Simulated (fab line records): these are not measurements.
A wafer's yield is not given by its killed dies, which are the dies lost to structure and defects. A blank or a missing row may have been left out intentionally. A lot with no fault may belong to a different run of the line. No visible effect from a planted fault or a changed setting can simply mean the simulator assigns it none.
fab line records	flow sky130	part 1 of 2: steps 1 to 32 of 42
record: lots: 5	wafers: 15	last_day: 50
route steps=708 shown LOCAL_INTERCONNECT@391 CONTACT@406
lots that met no fault: from a run of the same line without faults
start_h: hours from the record's opening day to when the first of the lot's shown wafers began	wait_h: time in hours since the lot's previous step	" as in the row above	L1.1+2: one row covering several wafers at once	- value missing, or start not given	* or withheld: withheld	< > ~ a bound
route shown NAME@n: NAME is a module with steps in the file, n the number in the route of the first one	usual: average and standard deviation across the fault-free wafers	same: alike in all rows	chamber/n: place in a boat	sites: per-site readings	_std_site: their standard deviation	_edge_site: the outer-site mean with the inner-site mean subtracted	radius_mm: for every site, how far away it sits from the centre of the wafer	mask NAME#n: copy n	behind: the last tool/chamber to shape the wafer	hold: cause of the lot's hold/its duration in hours/its outcome	device: the transistor (n, p or np) that didn't switch	end of line: the same wafers' tests at the end of the route	for a step that has no rows: nothing shown but its recipe	killed: the dies lost at the first sort to structure and to defects; this is not the yield of the wafer	map: a wafer's dies, marking killed ones x, the rest . and places with no die _
set.NAME: the setting as run; set.NAME@STEP: as run at that earlier step	model.NAME: the simulator's own value behind a step, which no gauge read
a table for each step, a row for each wafer; lots at some steps of the route
services: the hour from which a tool's chamber was out of use, counted from the record's first day as start_h (under 0 if before that day), plus the number of hours and why
== steps ==
step: SKY_LOCAL_INTERCONNECT_HMDS_04
recipe: prime_time_s: 60	prime_temp_c: 120
lot.wafer	tool	chamber	start_h	wait_h
L088.2+3+5	litho_track-01	0	799.70	0.1
L089.3+5+6	litho_track-04	0	813.26	0.1
L091.1+5+6	litho_track-02	0	826.44	0.1
L094.1+3+5	litho_track-02	0	848.24	0.1
L097.1+2+6	litho_track-01	0	864.57	0.1
step: SKY_LOCAL_INTERCONNECT_COAT_05
recipe: resist: BARC	temp_c: withheld	time_s: withheld	spin_rpm: 3000	resist_thk_nm: 60
lot.wafer	tool	chamber	start_h	wait_h
L088.2+3+5	litho_track-01	0	799.85	0.1
L089.3+5+6	litho_track-04	0	813.41	0.1
L091.1+5+6	litho_track-02	0	826.59	0.1
L094.1+3+5	litho_track-02	0	848.39	0.1
L097.1+2+6	litho_track-01	0	864.72	0.1
step: SKY_LOCAL_INTERCONNECT_COAT_06
recipe: resist: KrF-thick	spin_rpm: 3000	resist_thk_nm: 450
lot.wafer	tool	chamber	start_h	wait_h
L088.2+3+5	litho_track-01	0	-	-
L089.3+5+6	litho_track-04	0	-	-
L091.1+5+6	litho_track-02	0	-	-
L094.1+3+5	litho_track-02	0	-	-
L097.1+2+6	litho_track-01	0	-	-
step: SKY_LOCAL_INTERCONNECT_SOFTBAKE_07
recipe: temp_c: 100	time_s: 90	resist: KrF-thick
same: time_s: 90
lot.wafer	tool	chamber	start_h	wait_h
L088.2+3+5	litho_track-01	0	-	-
L089.3+5+6	litho_track-04	0	-	-
L091.1+5+6	litho_track-02	0	-	-
L094.1+3+5	litho_track-02	0	-	-
L097.1+2+6	litho_track-01	0	-	-
step: SKY_LOCAL_INTERCONNECT_EXPOSE_08
recipe: mask_id: LI1M	na: 0.8	source_shape: annular	sigma_inner: 0.55	sigma_outer: 0.85	target_cd_nm: 170	dose_mj: 28
lot.wafer	tool	chamber	start_h	wait_h	mask
L088.2+3+5	krf_scanner-02	0	-	-	LI1M#0
L089.3+5+6	krf_scanner-02	0	-	-	LI1M#0
L091.1+5+6	krf_scanner-01	0	-	-	LI1M#0
L094.1+3+5	krf_scanner-02	0	-	-	LI1M#0
L097.1+2+6	krf_scanner-02	0	-	-	LI1M#0
step: SKY_LOCAL_INTERCONNECT_PEB_09
recipe: peb_temp_c: withheld	peb_time_s: withheld	resist: KrF-thick
lot.wafer	tool	chamber	start_h	wait_h
L088.2+3+5	litho_track-04	0	-	-
L089.3+5+6	litho_track-01	0	-	-
L091.1+5+6	litho_track-01	0	-	-
L094.1+3+5	litho_track-01	0	-	-
L097.1+2+6	litho_track-02	0	-	-
step: SKY_LOCAL_INTERCONNECT_DEVELOP_10
recipe: develop_time_s: 60	resist: KrF-thick	dev_temp_c: 21
lot.wafer	tool	chamber	start_h	wait_h
L088.2+3+5	litho_track-04	0	-	-
L089.3+5+6	litho_track-01	0	-	-
L091.1+5+6	litho_track-01	0	-	-
L094.1+3+5	litho_track-01	0	-	-
L097.1+2+6	litho_track-02	0	-	-
step: SKY_LOCAL_INTERCONNECT_CD_MEAS_11
recipe: target_cd_nm: 170
usual: cd_nm: 170.6/1.4
lot.wafer	tool	chamber	start_h	wait_h	cd_nm
L088.2	cd_sem-01	-	813.08	-	170.2
L088.3	"	-	"	"	169.0
L088.5	"	-	"	"	169.5
L089.3	cd_sem-02	-	827.16	-	171.1
L089.5	"	-	"	"	170.6
L089.6	"	-	"	"	170.2
L091.1	cd_sem-02	-	839.32	-	172.7
L091.5	"	-	"	"	172.7
L091.6	"	-	"	"	172.0
L094.1	cd_sem-01	-	861.97	-	168.6
L094.3	"	-	"	"	169.2
L094.5	"	-	"	"	166.6
L097.1	cd_sem-01	-	878.09	-	170.3
L097.2	"	-	"	"	170.6
L097.6	"	-	"	"	169.5
step: SKY_LOCAL_INTERCONNECT_OVL_MEAS_12
usual: LOCAL_INTERCONNECT_OVL: 0/5.2
lot.wafer	tool	chamber	start_h	wait_h	LOCAL_INTERCONNECT_OVL[nm]
L088.2	overlay-01	-	813.19	0.1	4
L088.3	"	-	"	"	-1
L088.5	"	-	"	"	1
L089.3	overlay-02	-	827.26	0.1	9
L089.5	"	-	"	"	4
L089.6	"	-	"	"	-3
L091.1	overlay-02	-	839.44	0.1	14
L091.5	"	-	"	"	7
L091.6	"	-	"	"	8
L094.1	overlay-01	-	862.09	0.1	-5
L094.3	"	-	"	"	-4
L094.5	"	-	"	"	-9
L097.1	overlay-01	-	878.21	0.1	0
L097.2	"	-	"	"	-2
L097.6	"	-	"	"	8
step: SKY_LOCAL_INTERCONNECT_ETCH_13
recipe: chemistry: N2/H2	target: BARC	ion_energy_ev: 200	bias_w: 100	pressure_mtorr: 30	n2_flow_sccm: 100	h2_flow_sccm: 200	icp_w: 500	stop_on: SiO2	time_s: 45.9	target_depth_a: 600
usual: drypump_motor_current_A: 5.52/0.27	oes_product_au: 0.854/0.0048	throttle_valve_pct: 13.226/0.0084
same: time_s: 45.9
lot.wafer	tool	chamber	start_h	wait_h	drypump_motor_current_A	oes_product_au	rf_hours_counter_h	throttle_valve_pct
L088.2	rie_metal-03	0	813.22	0.0	5.42	0.863	14	13.230
L088.3	"	0	"	"	5.40	0.856	-	13.233
L088.5	"	1	"	"	5.88	0.854	-	13.230
L089.3	rie_metal-03	0	827.30	0.0	5.41	0.859	-	13.236
L089.5	"	1	"	"	5.91	0.853	-	13.234
L089.6	"	0	"	"	5.39	0.841	-	13.229
L091.1	rie_metal-03	1	839.48	0.0	5.90	0.852	16	13.218
L091.5	"	0	"	"	5.38	0.850	-	13.222
L091.6	"	1	"	"	5.87	0.851	-	13.221
L094.1	rie_metal-03	0	862.13	0.0	5.41	0.850	16	13.234
L094.3	"	1	"	"	5.90	0.846	-	13.208
L094.5	"	1	"	"	5.91	0.853	-	13.220
L097.1	rie_metal-01	0	878.25	0.0	5.10	0.854	13	13.215
L097.2	"	1	"	"	5.61	0.859	4	13.223
L097.6	"	0	"	"	5.10	0.859	-	13.223
step: SKY_LOCAL_INTERCONNECT_METAL_ETCH_14
recipe: target_depth_nm: 110	stop_on: PSG	chemistry: Cl2/BCl3	target: TiN	resist_sidewall_deg: 88	pressure_mtorr: 10	icp_w: 900	bias_w: 48.5	Cl2_flow_sccm: 60	bcl3_flow_sccm: 30	time_s: 31.4
usual: drypump_motor_current_A: 5.51/0.27	oes_product_au: 0.940/0.0085	throttle_valve_pct: 21.902/0.01
same: time_s: 31.4
lot.wafer	tool	chamber	start_h	wait_h	drypump_motor_current_A	oes_product_au	rf_hours_counter_h	throttle_valve_pct
L088.2	rie_metal-03	0	813.28	0.0	5.38	0.953	14	21.879
L088.3	"	0	"	"	5.39	0.956	-	21.917
L088.5	"	1	"	"	5.90	0.936	-	21.900
L089.3	rie_metal-03	0	827.36	0.0	5.37	0.951	-	21.891
L089.5	"	1	"	"	5.87	0.955	-	21.893
L089.6	"	0	"	"	5.37	0.946	-	21.896
L091.1	rie_metal-03	1	839.54	0.0	5.86	0.946	16	21.898
L091.5	"	0	"	"	5.41	0.932	-	21.895
L091.6	"	1	"	"	5.88	0.938	-	21.903
L094.1	rie_metal-03	0	862.19	0.0	5.41	0.925	16	21.899
L094.3	"	1	"	"	5.90	0.931	-	21.903
L094.5	"	1	"	"	5.89	0.934	-	21.907
L097.1	rie_metal-01	0	878.31	0.0	5.12	0.940	13	21.913
L097.2	"	1	"	"	5.56	0.947	4	21.908
L097.6	"	0	"	"	5.10	0.955	-	21.901
step: SKY_LOCAL_INTERCONNECT_STRIP_15
recipe: chemistry: O2/N2	power_w: 1400	pressure_mtorr: 1500	platen_temp_c: withheld	o2_flow_sccm: 3000	n2_flow_sccm: 300	overash_fraction: 0.5
usual: drypump_motor_current_A: 5.93/0.28	o2_flow_sccm: 2998/9.8	oes_product_au: 0.426/0.0044	strip_time_to_endpoint_s: 4.710/0.027
same: overash_fraction: 0.5
lot.wafer	tool	chamber	start_h	wait_h	drypump_motor_current_A	o2_flow_sccm	oes_product_au	rf_hours_counter_h	strip_time_to_endpoint_s
L088.2	plasma_asher-04	1	813.33	0.0	5.92	3000	0.427	6	4.764
L088.3	"	0	"	"	6.24	2990	0.420	-	4.759
L088.5	"	1	"	"	5.93	3003	0.429	-	4.680
L089.3	plasma_asher-02	1	827.43	0.1	6.16	2998	0.431	-	4.726
L089.5	"	1	"	"	6.16	3007	0.429	-	4.687
L089.6	"	0	"	"	5.51	3000	0.420	-	4.743
L091.1	plasma_asher-04	1	839.59	0.0	5.95	3003	0.427	10	4.696
L091.5	"	0	"	"	6.26	3002	0.433	-	4.754
L091.6	"	1	"	"	5.92	3008	0.428	-	4.682
L094.1	plasma_asher-04	0	862.24	0.0	6.25	2975	0.429	13	4.770
L094.3	"	1	"	"	5.94	3008	0.425	-	4.724
L094.5	"	1	"	"	5.93	3005	0.423	-	4.713
L097.1	plasma_asher-03	0	878.36	0.0	5.52	3014	0.422	43	4.696
L097.2	"	1	"	"	6.02	2992	0.426	43	4.696
L097.6	"	0	"	"	5.55	3002	0.426	-	4.703
step: SKY_LOCAL_INTERCONNECT_STRIP_16
recipe: chemistry: post_etch_residue_remover	time_s: 1200	temp_c: 72.5
same: time_s: 1200
lot.wafer	tool	chamber	start_h	wait_h
L088.2+3+5	wet_bench-01	1	813.43	0.1
L089.3+5+6	wet_bench-01	0	827.49	0.0
L091.1+5+6	wet_bench-04	2	839.69	0.1
L094.1+3+5	wet_bench-03	2	862.34	0.1
L097.1+2+6	wet_bench-04	1	878.46	0.1
step: SKY_LOCAL_INTERCONNECT_CLEAN_17
recipe: chemistry: IPA	time_s: 180	temp_c: 25
same: time_s: 180
lot.wafer	tool	chamber	start_h	wait_h
L088.2+3+5	wet_bench-03	3	813.77	0.0
L089.3+5+6	wet_bench-01	3	827.87	0.0
L091.1+5+6	wet_bench-03	1	840.07	0.0
L094.1+3+5	wet_bench-04	1	862.69	0.0
L097.1+2+6	wet_bench-03	1	878.80	0.0
step: SKY_LOCAL_INTERCONNECT_CLEAN_18
recipe: chemistry: O3/DIW	dry: n2_spin
lot.wafer	tool	chamber	start_h	wait_h
L088.2+3+5	wet_bench-01	3	813.84	0.0
L089.3+5+6	wet_bench-03	0	827.93	0.0
L091.1+5+6	wet_bench-04	2	840.13	0.0
L094.1+3+5	wet_bench-03	1	862.74	0.0
L097.1+2+6	wet_bench-01	0	878.86	0.0
step: SKY_CONTACT_CVD_00
recipe: material: Si3N4	target_thk_nm: 75	temp_c: 400	time_s: withheld	rf_w: 450
usual: heater_power_w: 708/60
lot.wafer	tool	chamber	start_h	wait_h	heater_power_w
L088.2	pecvd-01	1	813.93	0.0	791
L088.3	"	0	"	"	654
L088.5	"	2	"	"	637
L089.3	pecvd-03	2	828.03	0.0	698
L089.5	"	2	"	"	560
L089.6	"	0	"	"	652
L091.1	pecvd-03	0	840.23	0.0	724
L091.5	"	2	"	"	594
L091.6	"	0	"	"	734
L094.1	pecvd-03	2	862.84	0.0	658
L094.3	"	0	"	"	704
L094.5	"	2	"	"	670
L097.1	pecvd-02	2	878.95	0.0	827
L097.2	"	1	"	"	754
L097.6	"	1	"	"	732
step: SKY_CONTACT_THK_MEAS_01
recipe: reads: Si3N4_of_CONTACT_CVD_00
usual: CONTACT_CVD_00_THK: 74.8/0.98
lot.wafer	tool	chamber	start_h	wait_h	CONTACT_CVD_00_THK[nm]
L088.2	film_metro-01	-	813.97	-	73.2
L088.3	"	-	"	"	72.3
L088.5	"	-	"	"	74.7
L089.3	film_metro-01	-	828.08	-	72.9
L089.5	"	-	"	"	73.8
L089.6	"	-	"	"	74.9
L091.1	film_metro-03	-	840.26	-	74.7
L091.5	"	-	"	"	74.5
L091.6	"	-	"	"	76.0
L094.1	film_metro-04	-	862.87	-	74.4
L094.3	"	-	"	"	74.1
L094.5	"	-	"	"	74.6
L097.1	film_metro-03	-	878.99	-	74.5
L097.2	"	-	"	"	73.3
L097.6	"	-	"	"	74.1
step: SKY_CONTACT_HDPCVD_02
recipe: material: SiO2	target_thk_nm: 565	sigma_open_frac: 0.3	time_s: 94.2	temp_c: 600	sih4_flow_sccm: 60	pressure_mtorr: 6
same: time_s: 94.2
lot.wafer	tool	chamber	start_h	wait_h
L088.2+3+5	hdpcvd-02	1,0,2	814.02	0.0
L089.3+5+6	hdpcvd-01	2,2,0	828.12	0.0
L091.1+5+6	hdpcvd-02	0,0,2	840.32	0.1
L094.1+3+5	hdpcvd-01	0,1,2	862.93	0.1
L097.1+2+6	hdpcvd-01	2,1,0	879.05	0.1
step: SKY_CONTACT_THK_MEAS_03
recipe: reads: SiO2_of_CONTACT_HDPCVD_02
usual: CONTACT_HDPCVD_THK: 567/5.9
lot.wafer	tool	chamber	start_h	wait_h	CONTACT_HDPCVD_THK[nm]
L088.2	film_metro-04	-	814.10	0.0	568
L088.3	"	-	"	"	568
L088.5	"	-	"	"	567
L089.3	film_metro-04	-	828.21	0.1	572
L089.5	"	-	"	"	573
L089.6	"	-	"	"	566
L091.1	film_metro-03	-	840.39	0.0	568
L091.5	"	-	"	"	563
L091.6	"	-	"	"	569
L094.1	film_metro-01	-	863.00	0.0	574
L094.3	"	-	"	"	580
L094.5	"	-	"	"	571
L097.1	film_metro-01	-	879.12	0.0	561
L097.2	"	-	"	"	561
L097.6	"	-	"	"	561
step: SKY_CONTACT_CMP_04
recipe: material: SiO2	down_force_psi: 4	platen_rpm: 60	pad_velocity_m_s: 0.94248
usual: motor_current_A: 12.2/0.87	time_to_endpoint_s: 84/3.7
lot.wafer	tool	chamber	start_h	wait_h	motor_current_A	time_to_endpoint_s
L088.2	cmp-01	0	814.15	0.0	11.4	84
L088.3	"	2	"	"	12.6	81
L088.5	"	1	"	"	12.6	83
L089.3	cmp-01	0	828.35	0.1	12.8	83
L089.6	"	2	"	"	12.4	82
L089.5	"	3	"	"	12.7	89
L091.1	cmp-01	0	840.55	0.1	12.3	81
L091.6	"	2	"	"	12.0	82
L091.5	"	3	"	"	13.0	82
L094.3	cmp-01	2	863.16	0.1	12.2	86
L094.1	"	3	"	"	12.5	84
L094.5	"	0	"	"	12.0	84
L097.2	cmp-01	3	879.18	0.0	13.4	89
L097.1	"	2	"	"	12.9	82
L097.6	"	0	"	"	11.6	84
step: SKY_CONTACT_BOW_MEAS_05
recipe: mode: bow
usual: CONTACT_BOW: 83/6.9
lot.wafer	tool	chamber	start_h	wait_h	CONTACT_BOW[um]
L088.2	film_metro-04	-	814.47	0.3	75
L088.3	"	-	"	"	77
L088.5	"	-	"	"	80
L089.3	film_metro-01	-	828.59	0.2	75
L089.5	"	-	"	"	71
L089.6	"	-	"	"	90
L091.1	film_metro-04	-	840.75	0.1	71
L091.5	"	-	"	"	85
L091.6	"	-	"	"	84
L094.1	film_metro-03	-	863.36	0.1	76
L094.3	"	-	"	"	84
L094.5	"	-	"	"	79
L097.1	film_metro-01	-	879.48	0.1	83
L097.2	"	-	"	"	81
L097.6	"	-	"	"	83
step: SKY_CONTACT_DEHYDRATE_06
recipe: temp_c: 200	time_s: 60
same: time_s: 60
lot.wafer	tool	chamber	start_h	wait_h
L088.2+3+5	litho_track-03	0	827.47	13.0
L089.3+5+6	litho_track-01	0	840.32	11.7
L091.1+5+6	litho_track-01	0	853.62	12.9
L094.1+3+5	litho_track-04	0	876.26	12.9
L097.1+2+6	litho_track-04	0	891.61	12.1
step: SKY_CONTACT_HMDS_07
recipe: prime_time_s: 60	prime_temp_c: 120
lot.wafer	tool	chamber	start_h	wait_h
L088.2+3+5	litho_track-03	0	827.62	0.1
L089.3+5+6	litho_track-01	0	840.47	0.1
L091.1+5+6	litho_track-01	0	853.77	0.1
L094.1+3+5	litho_track-04	0	876.41	0.1
L097.1+2+6	litho_track-04	0	891.76	0.1
step: SKY_CONTACT_COAT_08
recipe: resist: BARC	temp_c: withheld	time_s: withheld	spin_rpm: 3000	resist_thk_nm: 60
lot.wafer	tool	chamber	start_h	wait_h
L088.2+3+5	litho_track-03	0	827.77	0.1
L089.3+5+6	litho_track-01	0	840.62	0.1
L091.1+5+6	litho_track-01	0	853.92	0.1
L094.1+3+5	litho_track-04	0	876.56	0.1
L097.1+2+6	litho_track-04	0	891.91	0.1
step: SKY_CONTACT_COAT_09
recipe: resist: KrF-thick	spin_rpm: 3000	resist_thk_nm: 450
lot.wafer	tool	chamber	start_h	wait_h
L088.2+3+5	litho_track-03	0	-	-
L089.3+5+6	litho_track-01	0	-	-
L091.1+5+6	litho_track-01	0	-	-
L094.1+3+5	litho_track-04	0	-	-
L097.1+2+6	litho_track-04	0	-	-
step: SKY_CONTACT_SOFTBAKE_10
recipe: temp_c: 100	time_s: 90	resist: KrF-thick
same: time_s: 90
lot.wafer	tool	chamber	start_h	wait_h
L088.2+3+5	litho_track-03	0	-	-
L089.3+5+6	litho_track-01	0	-	-
L091.1+5+6	litho_track-01	0	-	-
L094.1+3+5	litho_track-04	0	-	-
L097.1+2+6	litho_track-04	0	-	-
step: SKY_CONTACT_EXPOSE_11
recipe: mask_id: CTM1	na: 0.8	source_shape: annular	sigma_inner: 0.55	sigma_outer: 0.85	target_cd_nm: 170	dose_mj: 38
lot.wafer	tool	chamber	start_h	wait_h	mask
L088.2+3+5	krf_scanner-02	0	-	-	CTM1#0
L089.3+5+6	krf_scanner-01	0	-	-	CTM1#0
L091.1+5+6	krf_scanner-02	0	-	-	CTM1#0
L094.1+3+5	krf_scanner-01	0	-	-	CTM1#0
L097.1+2+6	krf_scanner-02	0	-	-	CTM1#0
step: SKY_CONTACT_PEB_12
recipe: peb_temp_c: withheld	peb_time_s: withheld	resist: KrF-thick
lot.wafer	tool	chamber	start_h	wait_h
L088.2+3+5	litho_track-04	0	-	-
L089.3+5+6	litho_track-01	0	-	-
L091.1+5+6	litho_track-04	0	-	-
L094.1+3+5	litho_track-01	0	-	-
L097.1+2+6	litho_track-04	0	-	-
step: SKY_CONTACT_DEVELOP_13
recipe: develop_time_s: 60	resist: KrF-thick	dev_temp_c: 21
lot.wafer	tool	chamber	start_h	wait_h
L088.2+3+5	litho_track-04	0	-	-
L089.3+5+6	litho_track-01	0	-	-
L091.1+5+6	litho_track-04	0	-	-
L094.1+3+5	litho_track-01	0	-	-
L097.1+2+6	litho_track-04	0	-	-
step: SKY_CONTACT_CD_MEAS_14
recipe: target_cd_nm: 170
usual: cd_nm: 170.6/1.4
lot.wafer	tool	chamber	start_h	wait_h	cd_nm
L088.2	cd_sem-02	-	840.48	-	171.9
L088.3	"	-	"	"	172.8
L088.5	"	-	"	"	172.0
L089.3	cd_sem-02	-	854.81	-	171.3
L089.5	"	-	"	"	169.5
L089.6	"	-	"	"	170.1
L091.1	cd_sem-01	-	867.06	-	170.2
L091.5	"	-	"	"	170.6
L091.6	"	-	"	"	170.3
L094.1	cd_sem-01	-	889.92	-	169.5
L094.3	"	-	"	"	170.1
L094.5	"	-	"	"	169.2
L097.1	cd_sem-02	-	904.76	-	169.9
L097.2	"	-	"	"	169.9
L097.6	"	-	"	"	169.7
step: SKY_CONTACT_OVL_MEAS_15
usual: CONTACT_OVL: 1/4.8
lot.wafer	tool	chamber	start_h	wait_h	CONTACT_OVL[nm]
L088.2	overlay-02	-	840.59	0.1	-1
L088.3	"	-	"	"	-4
L088.5	"	-	"	"	-3
L089.3	overlay-02	-	854.91	0.1	-1
L089.5	"	-	"	"	-2
L089.6	"	-	"	"	-1
L091.1	overlay-01	-	867.18	0.1	1
L091.5	"	-	"	"	-5
L091.6	"	-	"	"	2
L094.1	overlay-02	-	890.04	0.1	2
L094.3	"	-	"	"	2
L094.5	"	-	"	"	5
L097.1	overlay-02	-	904.88	0.1	-2
L097.2	"	-	"	"	-3
L097.6	"	-	"	"	7
step: SKY_CONTACT_ETCH_16
recipe: chemistry: N2/H2	target: BARC	ion_energy_ev: 200	source_w: 500	bias_w: 100	pressure_mtorr: 30	n2_flow_sccm: 100	h2_flow_sccm: 200	stop_on: SiO2	time_s: 45.9	target_depth_a: 600
usual: drypump_motor_current_A: 5.8/0.55	oes_product_au: 0.854/0.0048	throttle_valve_pct: 13.225/0.0099
same: time_s: 45.9
lot.wafer	tool	chamber	start_h	wait_h	drypump_motor_current_A	oes_product_au	rf_hours_counter_h	throttle_valve_pct
L088.2	rie_diel-03	0	840.62	0.0	5.3	0.861	3	13.214
L088.3	"	2	"	"	6.4	0.848	10	13.220
L088.5	"	2	"	"	6.4	0.854	-	13.242
L089.3	rie_diel-03	1	854.93	0.0	6.4	0.859	9	13.215
L089.5	"	2	"	"	6.4	0.853	-	13.233
L089.6	"	3	"	"	6.3	0.848	-	13.214
L091.1	rie_diel-04	3	867.22	0.0	5.1	0.849	19	13.232
L091.5	"	3	"	"	5.2	0.853	-	13.219
L091.6	"	2	"	"	5.2	0.860	-	13.225
L094.1	rie_diel-03	0	890.08	0.0	5.3	0.858	4	13.237
L094.3	"	3	"	"	6.3	0.857	17	13.234
L094.5	"	0	"	"	5.3	0.851	-	13.230
L097.1	rie_diel-04	3	904.92	0.0	5.1	0.857	20	13.234
L097.2	"	2	"	"	5.2	0.852	13	13.230
L097.6	"	0	"	"	5.7	0.854	-	13.235
